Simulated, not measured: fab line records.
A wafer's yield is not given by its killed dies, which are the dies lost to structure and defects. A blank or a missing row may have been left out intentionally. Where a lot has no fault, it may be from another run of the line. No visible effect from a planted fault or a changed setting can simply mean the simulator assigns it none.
One fault through the eyes of 2 desks ; flow gf180mcu ; only its own numbers are on each desk; what lay behind them is given at the end

== THE TOOL OWNER'S DESK: pvd-sputter-03 ==
The tool's own readings at GF_TOP_METAL_SPUTTER_03 (material Ti, target thk 5 nm, time 3.3 s): means of the sampled wafers that have a number, for each lot that ran on this tool. Marked OUT: a lot whose mean sits more than 4 standard deviations from the usual mean, which makes it out of limits; the brackets give that distance.
Columns: A = throttle-valve-pct at GF_TOP_METAL_SPUTTER_03, usual 30.1 %
lot;first seen here;A
L883;day 29 14:58;30.1
L888;day 30 23:03;30.1
L889;day 31 05:13;30.1
L892;day 32 04:32;30.3
Result from this desk: across the 4 lots, nothing is out of limits.

== METROLOGY DESK ==
Lot by lot, what the gauges showed, no matter which tool ran the lot: averages of those sampled wafers that carry a number. Marked OUT: a lot whose mean sits more than 4 standard deviations from the usual mean, which makes it out of limits; the brackets give that distance.
Columns: A = V5_W_RS at GF_V5_RS_MEAS_24, usual 0.325 ohm/sq; B = V5_W_THK at GF_V5_THK_MEAS_25, usual 361 nm
lot;first seen here;A;B
L883;day 29 14:20;0.324;367
L884;day 29 21:49;0.328;354
L888;day 30 22:24;0.331;355
L889;day 31 04:33;0.324;361
L891;day 31 16:32;0.323;361
L892;day 32 03:48;0.326;360
L899;day 33 13:15;0.323;357
Result from this desk: across the 7 lots, nothing is out of limits.

== ALL TOGETHER ==
The desk of the tool owner found nothing out of limits.
Metrology desk: nothing out of limits seen.

== WHAT HAD BEEN PUT IN BY THE SIMULATOR ==
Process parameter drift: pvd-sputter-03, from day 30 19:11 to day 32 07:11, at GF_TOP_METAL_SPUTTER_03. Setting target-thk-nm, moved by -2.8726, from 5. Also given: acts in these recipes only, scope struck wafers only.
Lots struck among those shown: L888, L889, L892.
